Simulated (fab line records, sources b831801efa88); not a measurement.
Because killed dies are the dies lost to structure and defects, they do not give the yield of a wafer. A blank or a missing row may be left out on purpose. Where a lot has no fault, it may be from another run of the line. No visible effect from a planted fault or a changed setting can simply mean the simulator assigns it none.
A lot that was struck, set against a sound lot / flow gf180mcu / 15 out of 602 route steps
Sound: these wafers, L640.1, L640.3, L640.6. Struck: wafer L654.2 (L654.1, L654.4, from the same lot, were not struck and are left out); the cause is given at the end.
For every step that has rows: the tool of each side, followed by ch and its chambers, followed by its first start. Under that, the readings that differ: sound wafers / struck wafers / difference of the means / sigmas: that difference in standard deviations of wafers without a fault.
alike: words and numbers the same on both sides, and readings whose means are apart by under 2 such deviations; not compared: readings that were withheld, readings missing a value for some wafer, numbers with overlapping values and no deviation given by the record, and bounds like >300 which may hide the same value.
The two part at a step that has a row with sigmas, a row that says differs or no value, or rows on one side only. Non-overlapping numbers with no deviation appear without sigmas and do not part them. Lack of a reading on every wafer of one side parts them only where that side has two or more wafers.

first, 3 steps without rows for these wafers: GF_CONTACT_CLEAN_19 (cleans in SPM); GF_CONTACT_CLEAN_20 (cleans in DIW); GF_CONTACT_CLEAN_21 (cleans in dHF, time 20 s).
GF_CONTACT_SPUTTER_22: material Ti, target thk 15 nm, time 80.02 s.
  sound on pvd-sputter-02 at day 16 03:19; struck on pvd-sputter-03 at day 21 07:55
  alike: substrate-temp-c, throttle-valve-pct
then, 1 step without rows for these wafers: GF_CONTACT_SPUTTER_23 (material TiN, target thk 10 nm, time 40 s).
GF_CONTACT_CVD_24: deposits W, target thk 300 nm, time 90.339 s.
  sound on cvd-w-02 ch 0, day 16 03:25; struck on cvd-w-01 ch 0, day 21 08:01
  alike: chamber-pressure-Torr, heater-power-w
GF_CONTACT_RS_MEAS_25: a four-point-probe measurement.
  sound on film-metro-03 at day 16 03:31; struck on film-metro-02 at day 21 08:07
reading=CONTACT_W_RS (ohm/sq); sound=0.388 0.395 0.390; struck=0.373; difference=-0.018; sigmas=-3
GF_CONTACT_THK_MEAS_26: measures by xrf.
  sound on film-metro-03 at day 16 03:38; struck on film-metro-02 at day 21 08:14
reading=CONTACT_W_THK (nm); sound=282 278 282; struck=301; difference=+20; sigmas=+5
GF_CONTACT_CMP_27: polishes, stops on SiO2, t overpolish 15 s, target thk 0 nm.
  sound on cmp-01 ch 1,3, day 16 03:49; struck on cmp-01 ch 0, day 21 08:18
  alike: edge-zone-pressure-frac, motor-current-A, overpolish-run-s, retaining-ring-pressure-frac, time-to-endpoint-s
then, 2 steps without rows for these wafers: GF_M1_SPUTTER_00 (material Ti, target thk 37.5 nm, time 150 s); GF_M1_SPUTTER_01 (material TiN, target thk 30 nm, time 25 s).
GF_M1_SPUTTER_02: material AlCu, target thk 450 nm, time 23.9 s.
  sound on pvd-sputter-01 at day 16 04:14; struck on pvd-sputter-01 at day 21 08:44
  alike: throttle-valve-pct
GF_M1_SPUTTER_03: material Ti, target thk 10 nm, time 6.7 s.
  sound on pvd-sputter-01 at day 16 04:16; struck on pvd-sputter-01 at day 21 08:46
reading=model.Ti_of_M1_SPUTTER_03.thk-nm (nm); sound=9.984 10.36 10.26; struck=15.79; difference=+5.59; sigmas=
  alike: substrate-temp-c, throttle-valve-pct
GF_M1_SPUTTER_04: material TiN, target thk 50 nm, time 41.7 s.
  sound on pvd-sputter-01 at day 16 04:17; struck on pvd-sputter-01 at day 21 08:47
  alike: throttle-valve-pct
after that, 1 step had no rows for these wafers: GF_PASSIVATION_PROBE_99.

## WHERE THEY PART
Last at GF_CONTACT_THK_MEAS_26 as far as this record goes, first at GF_CONTACT_RS_MEAS_25. Later steps at which nothing parts them and some readings are alike: GF_CONTACT_CMP_27, GF_M1_SPUTTER_02, GF_M1_SPUTTER_03, GF_M1_SPUTTER_04.

WHY: what the simulator had put in
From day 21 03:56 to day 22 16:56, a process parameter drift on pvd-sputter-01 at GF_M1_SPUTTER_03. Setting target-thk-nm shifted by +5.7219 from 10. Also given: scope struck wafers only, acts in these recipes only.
